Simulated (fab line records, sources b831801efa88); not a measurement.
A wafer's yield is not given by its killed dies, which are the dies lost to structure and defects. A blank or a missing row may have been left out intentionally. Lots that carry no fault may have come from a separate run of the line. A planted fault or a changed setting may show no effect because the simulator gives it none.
fab line records	flow gf180mcu
[record] lots = 6	wafers = 18	lastDay = 34
route steps=602 shown MVSD@75 MVPSD@78 VT_IMPLANT@90
lots with no fault: from the same line, run without faults
startH: start of the lot's first displayed wafer, in hours after the record's first day	waitH: hours since the lot's step before	" as in the row above	L1.1+2: one row covering several wafers at once	- value missing, or start not given	* or withheld: withheld	< > ~ a bound
route shown NAME@n: a module of which the file shows steps, and the number in the route of the first	usual: the fault-free wafers' mean and standard deviation	same: alike in all rows	chamber/n: place in a boat	sites: each site's reading	_std_site: their standard deviation	_edge_site: mean of outer sites minus mean of inner sites	radiusMm: for every site, how far away it sits from the centre of the wafer	mask NAME#n: copy n	behind: the most recent tool/chamber to have shaped the wafer	hold: the reason the lot was held/the length of the hold in hours/how it ended	device: which transistor (n, p or np) failed to switch	end of line: tests of these same wafers at the route's end	a step with no rows: only its recipe	killed: the dies lost at the first sort to structure and to defects; this is not the yield of the wafer	map: a wafer's dies, marking killed ones x, the rest . and places with no die _
set.NAME: the setting that was run; set.NAME@STEP: the one run at that earlier step	model.NAME: the simulator's own value behind a step, which no gauge read
a table for each step, a row for each wafer; lots at some steps of the route
services: when a tool's chamber went out of use (startH, in hours from the record's first day, below 0 if earlier), for how many hours, and the reason
[[steps]]
[step GF_MVSD_IMPLANT_09]
[recipe] species = P	energyKev = 100	doseCm2 = 5e+12	tiltDeg = 0
[step GF_MVSD_STRIP_10]
[recipe] chemistry = O2/N2	powerW = 1400	pressureMtorr = 1500	platenTempC = 250	o2FlowSccm = 3000	n2FlowSccm = 300	overashFraction = 0.5
[usual] chamberPressureMTorr = 1500.0/1.4	drypumpMotorCurrentA = 6.0/0.34	heaterPowerW = 335/39	oesProductAu = 0.722/0.0047	stripTimeToEndpointS = 36.94/0.092
lot.wafer	tool	chamber	startH	waitH	chamberPressureMTorr	drypumpMotorCurrentA	heaterPowerW	oesProductAu	rfHoursCounterH	stripTimeToEndpointS
L434.1	plasmaAsher-03	0	96.76	0.1	1499.7	6.4	336	0.730	44	36.99
L434.2	"	1	"	"	1498.8	5.6	295	0.726	44	37.07
L434.4	"	1	"	"	1500.2	5.6	316	0.715	-	36.90
L436.1	plasmaAsher-03	0	107.23	0.1	1497.9	6.4	329	0.718	45	36.95
L436.2	"	1	"	"	1499.3	5.6	297	0.725	45	36.91
L436.5	"	1	"	"	1498.7	5.6	299	0.714	-	36.94
L450.1	plasmaAsher-03	0	186.53	0.1	1499.8	6.4	350	0.723	7	36.85
L450.3	"	0	"	"	1500.1	6.4	351	0.724	-	36.98
L450.6	"	0	"	"	1499.4	6.4	360	0.719	-	36.92
L451.1	plasmaAsher-03	1	191.26	0.1	1499.0	5.6	304	0.719	8	36.80
L451.4	"	0	"	"	1501.2	6.4	356	0.715	-	36.96
L451.5	"	1	"	"	1498.8	5.6	304	0.722	-	36.83
L453.2	plasmaAsher-02	1	205.76	0.1	1500.3	6.0	356	0.729	44	36.98
L453.3	"	1	"	"	1498.9	6.0	347	0.719	-	37.03
L453.6	"	0	"	"	1497.6	5.6	316	0.721	-	36.92
L455.2	plasmaAsher-02	0	215.33	0.1	1501.0	5.6	315	0.720	45	36.92
L455.3	"	1	"	"	1498.9	6.0	350	0.728	-	36.92
L455.4	"	0	"	"	1500.7	5.6	309	0.721	-	36.95
[step GF_MVSD_TW_MEAS_11]
[usual] MVSD_TW = 1594/23
lot.wafer	tool	chamber	startH	waitH	MVSD_TW
L434.1	filmMetro-01	-	96.86	0.1	1586
L434.2	"	-	"	"	1587
L434.4	"	-	"	"	1596
L436.1	filmMetro-02	-	107.33	0.1	1571
L436.2	"	-	"	"	1586
L436.5	"	-	"	"	1563
L450.1	filmMetro-02	-	186.63	0.1	1565
L450.3	"	-	"	"	1575
L450.6	"	-	"	"	1571
L451.1	filmMetro-02	-	191.36	0.1	1575
L451.4	"	-	"	"	1571
L451.5	"	-	"	"	1573
L453.2	filmMetro-02	-	205.87	0.1	1572
L453.3	"	-	"	"	1564
L453.6	"	-	"	"	1569
L455.2	filmMetro-02	-	215.44	0.1	1568
L455.3	"	-	"	"	1557
L455.4	"	-	"	"	1570
[step GF_MVPSD_DEHYDRATE_00]
[recipe] tempC = 200	timeS = 60
[step GF_MVPSD_HMDS_01]
[recipe] primeTimeS = 60	primeTempC = 120
[step GF_MVPSD_COAT_02]
[recipe] spinRpm = 2000	resistThkNm = 3000
[step GF_MVPSD_SOFTBAKE_03]
[recipe] tempC = 110	timeS = withheld
[step GF_MVPSD_EXPOSE_04]
[recipe] maskId = MVPSD	targetCdNm = 1000	na = 0.6	sourceShape = conventional	sigmaOuter = 0.6	doseMj = 260
[step GF_MVPSD_PEB_05]
[recipe] tempC = 115	timeS = withheld
[step GF_MVPSD_DEVELOP_06]
[recipe] wallAngleDeg = 90	developTimeS = 60	devTempC = 23
[step GF_MVPSD_OVL_MEAS_07]
[usual] MVPSD_OVL = 0.5/1.4
lot.wafer	tool	chamber	startH	waitH	MVPSD_OVL[nm]
L434.1	overlay-01	-	110.84	-	2.1
L434.2	"	-	"	"	3.1
L434.4	"	-	"	"	2.3
L436.1	overlay-02	-	121.74	-	0.8
L436.2	"	-	"	"	1.5
L436.5	"	-	"	"	1.7
L450.1	overlay-02	-	202.94	-	2.8
L450.3	"	-	"	"	3.6
L450.6	"	-	"	"	1.9
L451.1	overlay-01	-	208.34	-	-1.1
L451.4	"	-	"	"	-1.2
L451.5	"	-	"	"	-1.0
L453.2	overlay-02	-	222.93	-	-1.4
L453.3	"	-	"	"	-0.8
L453.6	"	-	"	"	0.9
L455.2	overlay-01	-	232.89	-	2.9
L455.3	"	-	"	"	1.9
L455.4	"	-	"	"	1.9
[step GF_MVPSD_IMPLANT_08]
[recipe] species = B	energyKev = 170	doseCm2 = 1.5e+13	tiltDeg = 0
[step GF_MVPSD_IMPLANT_09]
[recipe] species = B	energyKev = 40	doseCm2 = 5e+12	tiltDeg = 0
[usual] beamEnergyKeV = 40.000/0.012	beamOnS = 10.00/0.2
lot.wafer	tool	chamber	startH	waitH	beamEnergyKeV	beamOnS
L434.1	implanter-02	0	111.03	0.1	39.995	9.83
L434.2	"	0	"	"	40.004	9.89
L434.4	"	0	"	"	40.005	9.66
L436.1	implanter-02	0	121.93	0.1	40.012	10.04
L436.2	"	0	"	"	40.009	9.66
L436.5	"	0	"	"	39.998	10.19
L450.1	implanter-02	-	203.13	0.1	-	-
L450.3	"	-	"	"	-	-
L450.6	"	-	"	"	-	-
L451.1	implanter-03	-	208.52	0.1	-	-
L451.4	"	-	"	"	-	-
L451.5	"	-	"	"	-	-
L453.2	implanter-04	0	223.13	0.1	40.022	9.97
L453.3	"	0	"	"	40.025	9.66
L453.6	"	0	"	"	40.012	10.01
L455.2	implanter-02	0	233.10	0.1	39.982	10.20
L455.3	"	0	"	"	39.988	10.10
L455.4	"	0	"	"	39.986	10.15
[step GF_MVPSD_STRIP_10]
[recipe] chemistry = O2/N2	powerW = 1400	pressureMtorr = 1500	platenTempC = 250	o2FlowSccm = 3000	n2FlowSccm = 300	overashFraction = 0.5
[usual] chamberPressureMTorr = 1499.9/1.4	drypumpMotorCurrentA = 5.8/0.39	heaterPowerW = 367/50	oesProductAu = 0.723/0.0043	stripTimeToEndpointS = 36.91/0.086
lot.wafer	tool	chamber	startH	waitH	chamberPressureMTorr	drypumpMotorCurrentA	heaterPowerW	oesProductAu	rfHoursCounterH	stripTimeToEndpointS
L434.1	plasmaAsher-04	1	111.18	0.1	1500.6	5.7	369	0.725	44	37.02
L434.2	"	0	"	"	1499.1	5.2	435	0.728	44	37.03
L434.4	"	1	"	"	1500.8	5.7	382	0.722	-	36.96
L436.1	plasmaAsher-01	1	122.08	0.1	1499.5	6.1	434	0.721	46	36.90
L436.2	"	0	"	"	1500.4	6.3	290	0.718	46	36.94
L436.5	"	0	"	"	1499.5	6.3	295	0.724	-	36.95
L450.1	plasmaAsher-04	0	203.28	0.1	1503.1	5.2	416	0.726	53	36.90
L450.3	"	1	"	"	1497.3	5.7	386	0.728	-	36.89
L450.6	"	0	"	"	1497.9	5.2	424	0.715	-	36.93
L451.1	plasmaAsher-01	0	208.67	0.1	1500.8	6.3	294	0.727	55	37.03
L451.4	"	1	"	"	1501.0	6.1	422	0.731	-	36.95
L451.5	"	0	"	"	1502.2	6.3	291	0.718	-	36.97
L453.2	plasmaAsher-02	0	223.26	0.1	1500.4	5.6	313	0.725	46	36.88
L453.3	"	1	"	"	1501.2	6.0	344	0.722	-	36.90
L453.6	"	0	"	"	1496.9	5.6	316	0.724	-	36.81
L455.2	plasmaAsher-04	0	233.22	0.1	1500.7	5.2	427	0.718	56	37.05
L455.3	"	0	"	"	1499.5	5.2	417	0.723	-	37.03
L455.4	"	1	"	"	1499.9	5.7	369	0.721	-	36.95
[step GF_MVPSD_TW_MEAS_11]
[usual] MVPSD_TW = 559/7.8
lot.wafer	tool	chamber	startH	waitH	MVPSD_TW
L434.1	filmMetro-03	-	111.28	0.1	565
L434.2	"	-	"	"	564
L434.4	"	-	"	"	566
L436.1	filmMetro-03	-	122.18	0.1	564
L436.2	"	-	"	"	563
L436.5	"	-	"	"	566
L450.1	filmMetro-02	-	203.38	0.1	522
L450.3	"	-	"	"	514
L450.6	"	-	"	"	519
L451.1	filmMetro-01	-	208.77	0.1	527
L451.4	"	-	"	"	528
L451.5	"	-	"	"	526
L453.2	filmMetro-02	-	223.37	0.1	543
L453.3	"	-	"	"	553
L453.6	"	-	"	"	550
L455.2	filmMetro-03	-	233.33	0.1	568
L455.3	"	-	"	"	565
L455.4	"	-	"	"	568
[step GF_VT_IMPLANT_DEHYDRATE_00]
[recipe] tempC = 200	timeS = 60
[step GF_VT_IMPLANT_HMDS_01]
[recipe] primeTimeS = 60	primeTempC = 120
[step GF_VT_IMPLANT_COAT_02]
[recipe] resist = NOVOLAK	spinRpm = 3000	resistThkNm = 1000
[step GF_VT_IMPLANT_SOFTBAKE_03]
[recipe] tempC = 90	timeS = 60	resist = NOVOLAK
[step GF_VT_IMPLANT_EXPOSE_04]
[recipe] maskId = LVPWELL_LV_AREA	targetCdNm = 600	na = 0.6	sourceShape = conventional	sigmaOuter = 0.6	doseMj = 140
[step GF_VT_IMPLANT_PEB_05]
[recipe] tempC = withheld	timeS = *	resist = NOVOLAK
[step GF_VT_IMPLANT_DEVELOP_06]
[recipe] developTimeS = 60	devTempC = 23
[step GF_VT_IMPLANT_OVL_MEAS_07]
[usual] VT_IMPLANT_OVL = 1.1/1.3
lot.wafer	tool	chamber	startH	waitH	VT_IMPLANT_OVL[nm]
L434.1	overlay-02	-	125.04	0.1	1.1
L434.2	"	-	"	"	1.6
L434.4	"	-	"	"	1.8
L436.1	overlay-02	-	137.32	0.1	1.9
L436.2	"	-	"	"	1.9
L436.5	"	-	"	"	0.6
L450.1	overlay-02	-	220.37	0.1	4.6
L450.3	"	-	"	"	4.0
L450.6	"	-	"	"	5.3
L451.1	overlay-01	-	226.08	0.1	-0.2
L451.4	"	-	"	"	-0.5
L451.5	"	-	"	"	-0.2
L453.2	overlay-02	-	241.13	0.1	0.5
L453.3	"	-	"	"	0.7
L453.6	"	-	"	"	2.6
L455.2	overlay-01	-	251.54	0.1	1.6
L455.3	"	-	"	"	2.1
L455.4	"	-	"	"	1.9
[step GF_VT_IMPLANT_IMPLANT_08]
[recipe] species = BF2	energyKev = 20	doseCm2 = 8.29e+12	tiltDeg = 7
[step GF_VT_IMPLANT_STRIP_09]
[recipe] chemistry = O2/N2	powerW = 1400	pressureMtorr = 1500	platenTempC = 250	o2FlowSccm = 3000	n2FlowSccm = 300	overashFraction = 0.5
[usual] chamberPressureMTorr = 1500.0/1.4	drypumpMotorCurrentA = 5.7/0.37	heaterPowerW = 358/39	oesProductAu = 0.716/0.0048	stripTimeToEndpointS = 12.61/0.035
lot.wafer	tool	chamber	startH	waitH	chamberPressureMTorr	drypumpMotorCurrentA	heaterPowerW	oesProductAu	rfHoursCounterH	stripTimeToEndpointS
L434.1	plasmaAsher-03	1	125.22	0.1	1497.1	5.6	320	0.715	1	12.61
L434.2	"	0	"	"	1501.7	6.4	353	0.717	1	12.67
L434.4	"	1	"	"	1500.5	5.6	300	0.721	-	12.65
L436.1	plasmaAsher-02	1	137.51	0.1	1499.1	6.0	345	0.716	36	12.60
L436.2	"	0	"	"	1497.3	5.6	319	0.717	36	12.60
L436.5	"	0	"	"	1500.3	5.6	313	0.714	-	12.64
L450.1	plasmaAsher-03	0	220.56	0.1	1499.4	6.4	352	0.716	10	12.62
L450.3	"	1	"	"	1498.1	5.6	307	0.718	-	12.62
L450.6	"	0	"	"	1500.6	6.4	352	0.720	-	12.64
L451.1	plasmaAsher-04	1	226.26	0.1	1501.5	5.7	384	0.719	56	12.66
L451.4	"	1	"	"	1500.0	5.8	382	0.711	-	12.65
L451.5	"	0	"	"	1502.0	5.1	412	0.713	-	12.66
L453.2	plasmaAsher-04	1	241.31	0.1	1501.5	5.7	380	0.716	57	12.61
L453.3	"	1	"	"	1502.4	5.7	386	0.725	-	12.56
L453.6	"	0	"	"	1498.3	5.2	432	0.719	-	12.59
L455.2	plasmaAsher-04	1	251.72	0.1	1501.2	5.7	386	0.717	59	12.58
L455.3	"	0	"	"	1498.8	5.2	424	0.715	-	12.61
L455.4	"	1	"	"	1498.3	5.7	389	0.722	-	12.60
[step GF_VT_IMPLANT_TW_MEAS_10]
[usual] VT_IMPLANT_TW = 569/7.9
lot.wafer	tool	chamber	startH	waitH	VT_IMPLANT_TW
L434.1	filmMetro-01	-	125.32	0.1	573
L434.2	"	-	"	"	573
L434.4	"	-	"	"	576
L436.1	filmMetro-04	-	137.61	0.1	564
L436.2	"	-	"	"	567
L436.5	"	-	"	"	566
L450.1	filmMetro-04	-	220.66	0.1	560
L450.3	"	-	"	"	563
L450.6	"	-	"	"	558
L451.1	filmMetro-03	-	226.36	0.1	580
L451.4	"	-	"	"	579
L451.5	"	-	"	"	578
L453.2	filmMetro-01	-	241.42	0.1	571
L453.3	"	-	"	"	570
L453.6	"	-	"	"	572
L455.2	filmMetro-04	-	251.83	0.1	559
L455.3	"	-	"	"	560
L455.4	"	-	"	"	561
[step GF_VT_IMPLANT_DEHYDRATE_11]
[recipe] tempC = 200	timeS = 60
[step GF_VT_IMPLANT_HMDS_12]
[recipe] primeTimeS = 60	primeTempC = 120
[step GF_VT_IMPLANT_COAT_13]
[recipe] resist = NOVOLAK	spinRpm = 3000	resistThkNm = 1000
[step GF_VT_IMPLANT_SOFTBAKE_14]
[recipe] tempC = 90	timeS = 60	resist = NOVOLAK
[step GF_VT_IMPLANT_EXPOSE_15]
[recipe] maskId = Nwell_LV_AREA	targetCdNm = 860	na = 0.6	sourceShape = conventional	sigmaOuter = 0.6	doseMj = 140
[step GF_VT_IMPLANT_PEB_16]
[recipe] tempC = withheld	timeS = *	resist = NOVOLAK
[step GF_VT_IMPLANT_DEVELOP_17]
[recipe] developTimeS = 60	devTempC = 23
[step GF_VT_IMPLANT_OVL_MEAS_18]
[usual] VT_IMPLANT_01_OVL = -0.3/1.6
lot.wafer	tool	chamber	startH	waitH	VT_IMPLANT_01_OVL[nm]
L434.1	overlay-02	-	139.84	0.1	-2.1
L434.2	"	-	"	"	-1.8
L434.4	"	-	"	"	-0.4
L436.1	overlay-01	-	152.92	0.1	-1.4
L436.2	"	-	"	"	-0.4
L436.5	"	-	"	"	0.7
L450.1	overlay-01	-	238.92	0.1	-1.2
L450.3	"	-	"	"	-2.9
L450.6	"	-	"	"	-1.9
L451.1	overlay-01	-	244.73	0.1	-0.8
L451.4	"	-	"	"	-0.1
L451.5	"	-	"	"	-0.1
L453.2	overlay-01	-	259.98	0.1	-0.7
L453.3	"	-	"	"	-2.6
L453.6	"	-	"	"	-0.6
L455.2	overlay-01	-	270.83	0.1	1.4
L455.3	"	-	"	"	2.0
L455.4	"	-	"	"	1.4
[step GF_VT_IMPLANT_IMPLANT_19]
[recipe] species = As	energyKev = 100	doseCm2 = 4.35e+12	tiltDeg = 7
[step GF_VT_IMPLANT_STRIP_20]
[recipe] chemistry = O2/N2	powerW = 1400	pressureMtorr = 1500	platenTempC = 250	o2FlowSccm = 3000	n2FlowSccm = 300	overashFraction = 0.5
[usual] chamberPressureMTorr = 1499.9/1.3	drypumpMotorCurrentA = 5.7/0.39	heaterPowerW = 353/38	oesProductAu = 0.716/0.0045	stripTimeToEndpointS = 12.63/0.031
lot.wafer	tool	chamber	startH	waitH	chamberPressureMTorr	drypumpMotorCurrentA	heaterPowerW	oesProductAu	rfHoursCounterH	stripTimeToEndpointS
L434.1	plasmaAsher-04	1	140.02	0.1	1498.7	5.7	379	0.725	47	12.62
L434.2	"	0	"	"	1500.7	5.1	411	0.720	47	12.60
L434.4	"	1	"	"	1499.3	5.7	388	0.720	-	12.60
L436.1	plasmaAsher-03	0	153.11	0.1	1499.9	6.4	362	0.713	3	12.59
L436.2	"	1	"	"	1499.0	5.6	316	0.716	3	12.56
L436.5	"	1	"	"	1501.6	5.6	310	0.717	-	12.54
L450.1	plasmaAsher-02	1	239.11	0.1	1498.0	6.0	357	0.712	47	12.68
L450.3	"	1	"	"	1499.4	6.0	348	0.715	-	12.63
L450.6	"	1	"	"	1500.4	6.0	358	0.715	-	12.62
L451.1	plasmaAsher-04	0	244.91	0.1	1500.6	5.1	412	0.711	58	12.61
L451.4	"	0	"	"	1499.4	5.2	416	0.716	-	12.59
L451.5	"	0	"	"	1501.1	5.2	416	0.711	-	12.63
L453.2	plasmaAsher-02	1	260.16	0.1	1500.2	6.0	350	0.711	50	12.64
L453.3	"	0	"	"	1502.1	5.6	314	0.712	-	12.65
L453.6	"	0	"	"	1501.1	5.6	309	0.718	-	12.64
L455.2	plasmaAsher-03	1	271.01	0.1	1500.1	5.6	307	0.713	16	12.61
L455.3	"	1	"	"	1499.6	5.6	312	0.724	-	12.65
L455.4	"	0	"	"	1498.1	6.4	356	0.720	-	12.63
[step GF_VT_IMPLANT_TW_MEAS_21]
[usual] VT_IMPLANT_2_TW = 1225/16
lot.wafer	tool	chamber	startH	waitH	VT_IMPLANT_2_TW
L434.1	filmMetro-04	-	140.12	0.1	1222
L434.2	"	-	"	"	1215
L434.4	"	-	"	"	1216
L436.1	filmMetro-04	-	153.21	0.1	1211
L436.2	"	-	"	"	1211
L436.5	"	-	"	"	1205
L450.1	filmMetro-03	-	239.21	0.1	1245
L450.3	"	-	"	"	1242
L450.6	"	-	"	"	1248
L451.1	filmMetro-03	-	245.01	0.1	1245
L451.4	"	-	"	"	1240
L451.5	"	-	"	"	1234
L453.2	filmMetro-01	-	260.27	0.1	1224
L453.3	"	-	"	"	1230
L453.6	"	-	"	"	1228
L455.2	filmMetro-04	-	271.12	0.1	1211
L455.3	"	-	"	"	1210
L455.4	"	-	"	"	1209
[step GF_VT_IMPLANT_DEHYDRATE_22]
[recipe] tempC = 200	timeS = 60
[step GF_VT_IMPLANT_HMDS_23]
[recipe] primeTimeS = 60	primeTempC = 120
[step GF_VT_IMPLANT_COAT_24]
[recipe] resist = NOVOLAK	spinRpm = 3000	resistThkNm = 1000
[step GF_VT_IMPLANT_SOFTBAKE_25]
[recipe] tempC = 90	timeS = 60	resist = NOVOLAK
[step GF_VT_IMPLANT_EXPOSE_26]
[recipe] maskId = LVPWELL_HV_AREA	targetCdNm = 860	na = 0.6	sourceShape = conventional	sigmaOuter = 0.6	doseMj = 140
[step GF_VT_IMPLANT_RS_MEAS_49]
[recipe] thkMeasGauge = four-point-probe
[usual] MVPSD_RS = 1167/3.1
lot.wafer	tool	chamber	startH	waitH	MVPSD_RS[ohm/sq]
L434.1	filmMetro-01	-	172.73	0.1	1163
L434.2	"	-	"	"	1167
L434.4	"	-	"	"	1161
L436.1	filmMetro-01	-	186.08	0.1	1164
L436.2	"	-	"	"	1169
L436.5	"	-	"	"	1165
L450.1	filmMetro-03	-	276.98	0.1	1534
L450.3	"	-	"	"	1532
L450.6	"	-	"	"	1531
L451.1	filmMetro-03	-	284.08	0.1	1539
L451.4	"	-	"	"	1536
L451.5	"	-	"	"	1537
L453.2	filmMetro-02	-	299.21	0.1	1170
L453.3	"	-	"	"	1166
L453.6	"	-	"	"	1167
L455.2	filmMetro-02	-	311.55	0.1	1169
L455.3	"	-	"	"	1169
L455.4	"	-	"	"	1170
[[services]]
tool	chamber	startH	hours	kind
plasmaAsher-04	-	74.73	2.8	pm
implanter-02	-	96.16	2.1	pm
implanter-04	-	100.68	5.2	repair
plasmaAsher-03	-	108.75	9.0	pm
plasmaAsher-03	0	108.75	9.0	ventCycle
plasmaAsher-03	1	108.75	9.0	ventCycle
plasmaAsher-03	0	117.75	-	clean
plasmaAsher-03	1	117.75	-	clean
plasmaAsher-04	-	125.94	0.4	repair
plasmaAsher-04	-	175.00	3.5	repair
plasmaAsher-04	-	179.18	1.7	repair
plasmaAsher-03	-	197.43	6.9	repair
plasmaAsher-04	-	221.25	3.4	repair
implanter-02	-	223.98	6.3	repair
plasmaAsher-03	-	227.18	2.8	pm
implanter-04	-	228.25	6.4	repair
plasmaAsher-01	-	240.03	42.7	repair
implanter-02	-	242.97	4.9	repair
implanter-02	-	244.65	1.1	repair
implanter-03	-	263.76	3.5	pm
[[key]]
[firstSign] step = GF_MVPSD_IMPLANT_09	reading = toolRecord	direction = missing
[effect] step = GF_MVPSD_TW_MEAS_11	reading = MVPSD_TW	direction = down	sigmas = 4.6	usual = 559	struck = 523
[effect] step = GF_VT_IMPLANT_RS_MEAS_49	reading = MVPSD_RS	direction = up	sigmas = 99+	usual = 1167	struck = 1535
metAt GF_MVPSD_IMPLANT_09
struckWafers L450.1,L450.3,L450.6,L451.1,L451.4,L451.5
laterRowsLeftOut L450.1,L450.3,L450.6,L451.1,L451.4,L451.5
sortLeftOut L450.1,L450.3,L450.6,L451.1,L451.4,L451.5
testerLeftOut L450,L451
onsetBetween 121.93 203.13
[fault] kind = skippedStepWhole	tool = implanter-02,implanter-03	chamber = -	onsetH = 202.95	steps = GF_MVPSD_IMPLANT_09	scope = struckLotsOnly
// testerLeftOut: of these lots the tester's yield and bins aren't shown, on N5 and GAA mostly nor the transistor test; their killed dies are dies lost to structure and defects alone, not to doping, threshold or leakage, so they don't give the yield
// sortLeftOut: the simulated sort isn't trusted on such a fault, so these wafers' sort isn't shown, and their yield isn't known
// laterRowsLeftOut: the simulator's readings of these wafers behind a module that went badly wrong aren't trusted and aren't shown, but for the sort
